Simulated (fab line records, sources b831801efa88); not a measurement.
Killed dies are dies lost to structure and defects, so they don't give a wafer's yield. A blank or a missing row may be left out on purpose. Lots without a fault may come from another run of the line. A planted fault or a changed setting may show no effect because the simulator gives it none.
One fault seen from 2 desks | flow gf180mcu | each desk has only its own numbers; what lay behind them comes last

THE METROLOGY DESK
What the gauges read, lot by lot, whatever tool the lot ran on: means of the sampled wafers that have a number. A lot is out of limits, marked OUT, if its mean lies more than 4 standard deviations from the usual mean; the brackets give that distance.
Columns: A = PSD_RS at GF_PSD_RS_MEAS_15, usual 108.48 ohm/sq; B = SAB_CVD_00_THK at GF_SAB_THK_MEAS_01, usual 49.9 nm; C = cd_nm at GF_SAB_CD_MEAS_09, usual 419.6 nm; D = SAB_OVL at GF_SAB_OVL_MEAS_10, usual 1.5 nm
lot  | first seen here | A      | B    | C     | D
L778 | day 14 09:29    | 108.44 | 48.9 | 419.4 | 2.1
L785 | day 16 19:44    | 108.37 | 49.5 | 417.5 | 1.5
L791 | day 19 01:20    | 108.55 | 50.0 | 422.6 | 2.3
L799 | day 21 23:40    | 108.05 | 49.5 | 421.5 | -0.4
L801 | day 22 07:34    | 108.28 | 49.5 | 419.1 | -0.4
This desk's finding: nothing out of limits on any of the 5 lots.

THE TOOL OWNER'S DESK: rie_diel-04
The tool's own readings at GF_SAB_ETCH_11 (etches SiO2 in C4F8/O2/Ar, target depth 55 nm, time 8.5 s): means of the sampled wafers that have a number, for each lot that ran on this tool. A lot is out of limits, marked OUT, if its mean lies more than 4 standard deviations from the usual mean; the brackets give that distance.
Columns: A = bias_w at GF_SAB_ETCH_11, usual 1200 W; B = oes_product_au at GF_SAB_ETCH_11, usual 0.999 a.u.
lot  | first seen here | A    | B
L785 | day 17 18:40    | 1196 | 0.999
L791 | day 20 02:04    | 1201 | 0.981
This desk's finding: nothing out of limits on any of the 2 lots.

PUT TOGETHER
The metrology desk saw nothing out of limits.
The tool owner's desk saw nothing out of limits.

WHAT THE SIMULATOR HAD PUT IN
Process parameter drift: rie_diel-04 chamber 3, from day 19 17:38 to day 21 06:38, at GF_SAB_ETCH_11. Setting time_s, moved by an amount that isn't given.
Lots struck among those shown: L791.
